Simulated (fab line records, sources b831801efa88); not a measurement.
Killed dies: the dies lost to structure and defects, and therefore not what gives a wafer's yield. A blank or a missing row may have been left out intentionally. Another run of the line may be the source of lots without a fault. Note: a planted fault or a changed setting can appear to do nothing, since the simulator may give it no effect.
A lot that was struck, set against a sound lot | flow sky130 | 17 steps out of a route of 708
Sound: wafers L520.3, L520.4, L520.6. Struck: wafer L510.4 (left out: L510.2, a lot-mate that was not struck); the cause follows at the end.
At each step with rows: each side's tool, then ch and its chambers, then its first start. Under that, the readings that differ: sound wafers | struck wafers | difference of the means | sigmas: that difference in standard deviations of wafers without a fault.
alike: a reading whose means differ by less than 2 such deviations, as well as words and numbers matching on both sides. not compared: withheld readings; readings where some wafer has no value; bounds like >300 that might hide an equal value; numbers whose values overlap and for which the record gives no deviation.
Wherever a step has rows on one side only, a row that says differs or no value, or a row with sigmas, the two part there. Non-overlapping numbers with no deviation appear without sigmas and do not part them. Lack of a reading on every wafer of one side parts them only where that side has two or more wafers.

SKY_VT_ADJUST_LVTN_OVL_MEAS_07:
  sound on overlay-01, day 12 11:36; struck on overlay-01, day 9 20:48
  alike: VT_ADJUST_LVTN_OVL
following that, these wafers have no rows for 1 step: SKY_VT_ADJUST_LVTN_IMPLANT_08.
SKY_VT_ADJUST_LVTN_STRIP_09: strips in O2/N2.
  sound on plasma_asher-04 ch 0,1, day 12 11:49; struck on plasma_asher-02 ch 0, day 9 20:59
  alike: chamber_pressure_mTorr, drypump_motor_current_A, oes_product_au, strip_time_to_endpoint_s
  not compared: rf_hours_counter_h
SKY_VT_ADJUST_LVTN_TW_MEAS_10:
  sound on film_metro-01, day 12 11:54; struck on film_metro-02, day 9 21:05
  alike: VT_ADJUST_LVTN_TW
then, 7 steps without rows for these wafers: SKY_VT_ADJUST_LVTN_DEHYDRATE_11 (time 60 s); SKY_VT_ADJUST_LVTN_HMDS_12 (prime time 60 s); SKY_VT_ADJUST_LVTN_COAT_13 (resist thk 1140 nm); SKY_VT_ADJUST_LVTN_SOFTBAKE_14 (time 60 s); SKY_VT_ADJUST_LVTN_EXPOSE_15 (exposes mask HVN STD DERIVED, target cd 600 nm); SKY_VT_ADJUST_LVTN_PEB_16; SKY_VT_ADJUST_LVTN_DEVELOP_17 (develop time 60 s).
SKY_VT_ADJUST_LVTN_OVL_MEAS_18:
  sound on overlay-02, day 13 12:35; struck on overlay-01, day 10 18:29
  reading                    | sound         | struck | difference | sigmas
  VT_ADJUST_LVTN_01_OVL (nm) | -0.1 -0.5 0.9 | 3.3    | +3.2       | +2
SKY_VT_ADJUST_LVTN_IMPLANT_19:
  sound on implanter-01 ch 0, day 13 12:40; struck on implanter-04 ch 0, day 10 18:32
  reading            | sound            | struck | difference | sigmas
  beam_on_s (s)      | 10.24 10.20 9.85 | 14.08  | +3.98      | +20
  faraday_current_uA | 3.60 3.60 3.73   | 2.61   | -1.03      | -14
SKY_VT_ADJUST_LVTN_STRIP_20: strips in O2/N2.
  sound on plasma_asher-03 ch 0,1, day 13 12:47; struck on plasma_asher-03 ch 0, day 10 18:40
  alike: chamber_pressure_mTorr, drypump_motor_current_A, oes_product_au, strip_time_to_endpoint_s
  not compared: rf_hours_counter_h
SKY_VT_ADJUST_LVTN_TW_MEAS_21:
  sound on film_metro-02, day 13 12:53; struck on film_metro-03, day 10 18:46
  reading             | sound             | struck | difference | sigmas
  VT_ADJUST_LVTN_2_TW | 190.0 189.4 189.8 | 207.6  | +17.9      | +13
then, 1 step without rows for these wafers: SKY_VT_ADJUST_NCORE_DEHYDRATE_00 (time 60 s).
-- here the record skips 38 days between the struck wafers' starts before and after, leaving off in module VT_ADJUST_NCORE and picking up in module PAD_OPEN (first step shown: number 708 of the route) --
SKY_PAD_OPEN_PROBE_99:
  sound on prober-01, day 50 13:43; struck on prober-01, day 48 10:24
  reading                                    | sound                | struck | difference | sigmas
  killed_at_contacts                         | 19 11 17             | 34     | +18        | +4
  model.etest.res_pwell_under_gate.rs_ohm_sq | 2305 2296 2316       | 2234   | -72        |
  model.etest.nfet_g5v0d10v5.body_rise_v (V) | 0.6755 0.6635 0.6742 | 0.6992 | +0.0281    |
  model.etest.nfet_16v.body_rise_v (V)       | 0.6764 0.6645 0.669  | 0.6979 | +0.0279    |
  model.etest.nfet_g5v0d10v5.vt_sat_v (V)    | 0.771 0.7565 0.7673  | 0.7964 | +0.0315    |
  model.etest.nfet_g5v0d10v5.vt_v (V)        | 0.8341 0.816 0.8284  | 0.8489 | +0.0227    |
  model.etest.nfet_16v.vt_v (V)              | 0.7813 0.7673 0.7798 | 0.7855 | +0.0094    |
  model.etest.nfet_g5v0d10v5.vt_long_v (V)   | 0.8213 0.8105 0.8213 | 0.83   | +0.01      |
  alike: killed_at_M0_to_M3, killed_at_M4_up, killed_at_front_end, killed_at_other, killed_dies, killed_open, killed_short

## WHERE THEY PART
Last at SKY_PAD_OPEN_PROBE_99 as far as this record goes, first at SKY_VT_ADJUST_LVTN_OVL_MEAS_18.

WHY: what had been put in by the simulator
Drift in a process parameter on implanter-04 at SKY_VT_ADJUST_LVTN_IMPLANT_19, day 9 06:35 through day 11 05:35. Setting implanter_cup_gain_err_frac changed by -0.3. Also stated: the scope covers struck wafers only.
